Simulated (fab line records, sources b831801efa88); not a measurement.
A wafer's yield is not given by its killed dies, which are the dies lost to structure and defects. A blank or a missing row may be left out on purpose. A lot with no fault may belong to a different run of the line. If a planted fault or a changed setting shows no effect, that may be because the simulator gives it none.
Which tool is to blame? -- flow sky130 -- 7 lots with 21 wafers sampled at 2 steps, on a route of 708 steps

WHAT EACH GAUGE READ, for each wafer
SKY_LDD_LDN_TW_MEAS_13.
lot,measured,on,LDD_LDN_TW
L843,day 24 14:20,film_metro-02,1459 1463 1461
L846,day 25 21:05,film_metro-01,1453 1458 1455
L851,day 28 02:05,film_metro-01,1370 1368 1374
L855,day 28 21:46,film_metro-01,1448 1459 1450
L857,day 29 17:02,film_metro-01,1446 1446 1452
L859,day 30 08:50,film_metro-01,1485 1491 1488
L861,day 30 23:11,film_metro-02,1459 1460 1457

TOOL THAT RAN EACH LOT (tool first, then ch and the chambers of the sampled wafers, then the start)
lot,SKY_LDD_LDN_IMPLANT_08
L843,"implanter-03 ch 0, day 24 13:38"
L846,"implanter-01 ch 0, day 25 20:23"
L851,"implanter-03 ch 0, day 28 01:23"
L855,"implanter-02 ch 0, day 28 21:07"
L857,"implanter-02 ch 0, day 29 16:22"
L859,"implanter-01 ch 0, day 30 08:08"
L861,"implanter-02 ch 0, day 30 22:31"
- SKY_LDD_LDN_IMPLANT_08

THE ANSWER, worked out from the rows above alone
Rule: usual is defined by the lots themselves. Put in order of their means at a reading, lots are off if they are a third of the lots or fewer, leave a main group of 4 or more, and stand apart from it by a gap of 3 or more times the standard deviation of the main group's means; of several such gaps the widest counts. If all means in a main group match to the digits the tables above print for the reading, that group is not used. Also off: a lot with no number at a reading for which 4 or more lots have one. All remaining lots with rows at the step are treated as sound.
Off: L851, at SKY_LDD_LDN_TW_MEAS_13 (LDD_LDN_TW). Mean 1461 and standard deviation 13 in the main group.
A tool fits if, at a process step before that reading, it ran every lot that is off, and no sound lot after the first of them. Those tools and the gauges at SKY_LDD_LDN_TW_MEAS_13 are tried in the same way. One fits: implanter-03 at SKY_LDD_LDN_IMPLANT_08. Its last sound lot is L843 (day 24 13:38), its first lot that is off L851 (day 28 01:23): a fault that began between those two fits.

WHAT HAD BEEN PUT IN BY THE SIMULATOR
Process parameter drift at SKY_LDD_LDN_IMPLANT_08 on implanter-03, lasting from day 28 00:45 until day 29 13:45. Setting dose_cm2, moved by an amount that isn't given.
Lots struck among those shown: L851. The same result came from the rule above.
